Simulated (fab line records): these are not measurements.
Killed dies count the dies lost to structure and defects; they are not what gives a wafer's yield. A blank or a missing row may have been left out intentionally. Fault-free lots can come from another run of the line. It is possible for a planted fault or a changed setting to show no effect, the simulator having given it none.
What tool caused it? | flow sky130 | 36 wafers from 12 lots sampled at 3 of the route's 708 steps

== WHAT EACH GAUGE READ, for each wafer ==
SKY_METAL2_RS_MEAS_05: measurement is done with a four-point probe.
lot  | measured     | on            | METAL2_ALCU_RS (ohm/sq)
L075 | day 34 20:14 | film-metro-02 | 0.1308 0.1314 0.1324
L077 | day 35 20:32 | film-metro-04 | 0.1315 0.1296 0.1313
L079 | day 36 14:08 | film-metro-04 | 0.1287 0.1291 0.1292
L080 | day 36 17:08 | film-metro-02 | 0.1291 0.1294 0.1289
L082 | day 36 21:32 | film-metro-01 | 0.1307 0.1317 0.1323
L085 | day 37 13:44 | film-metro-01 | 0.1313 0.1301 0.1316
L087 | day 38 08:16 | film-metro-02 | 0.1310 0.1302 0.1295
L089 | day 38 17:25 | film-metro-02 | 0.1309 0.1307 0.1309
L091 | day 39 08:30 | film-metro-04 | 0.1285 0.1267 0.1277
L093 | day 40 10:37 | film-metro-02 | 0.1300 0.1307 0.1320
L094 | day 40 19:29 | film-metro-04 | 0.1293 0.1293 0.1299
L097 | day 41 07:14 | film-metro-01 | 0.1284 0.1308 0.1307

== TOOL THAT RAN EACH LOT (tool first, then ch and the chambers of the sampled wafers, then the start) ==
lot  | SKY_METAL1_SPUTTER_00        | SKY_METAL1_DESCUM_17
L075 | pvd-sputter-03, day 32 11:22 | rie-metal-03 ch 0,1, day 33 14:25
L077 | pvd-sputter-04, day 33 10:59 | rie-metal-01 ch 0, day 34 13:57
L079 | pvd-sputter-04, day 34 07:12 | rie-metal-01 ch 1, day 35 09:24
L080 | pvd-sputter-04, day 34 09:58 | rie-metal-03 ch 0,1, day 35 12:08
L082 | pvd-sputter-02, day 34 13:04 | rie-metal-01 ch 0,1, day 35 15:35
L085 | pvd-sputter-03, day 35 05:38 | rie-metal-01 ch 0,1, day 36 08:21
L087 | pvd-sputter-02, day 36 01:19 | rie-metal-04 ch 0, day 37 03:53
L089 | pvd-sputter-03, day 36 11:17 | rie-metal-03 ch 0,1, day 37 13:26
L091 | pvd-sputter-02, day 37 02:45 | rie-metal-03 ch 0,1, day 38 04:18
L093 | pvd-sputter-02, day 38 06:34 | rie-metal-03 ch 0,1, day 39 07:45
L094 | pvd-sputter-03, day 38 12:41 | rie-metal-01 ch 0,1, day 39 15:56
L097 | pvd-sputter-02, day 39 04:05 | rie-metal-01 ch 1, day 40 03:32
- SKY_METAL1_SPUTTER_00: material Ti, target thk 15 nm, time 10 s.
- SKY_METAL1_DESCUM_17: chemistry O2, time 8 s.

== THE ANSWER, worked out from the rows above alone ==
Rule: what is usual is taken from the lots themselves. The widest of any qualifying gaps counts: lots, ordered by their means at a reading, are off when they make up no more than a third of the lots, leave a main group of 4 or more, and stand apart from it by 3 or more times the standard deviation of that group's means. If all means in a main group match to the digits the tables above print for the reading, that group is not used. A lot without any number at a reading at which 4 lots or more have one is off too. Any other lot the step has rows for is counted as sound.
None of the lots is off at any reading shown; this tells nothing.

== WHAT THE SIMULATOR HAD INSERTED ==
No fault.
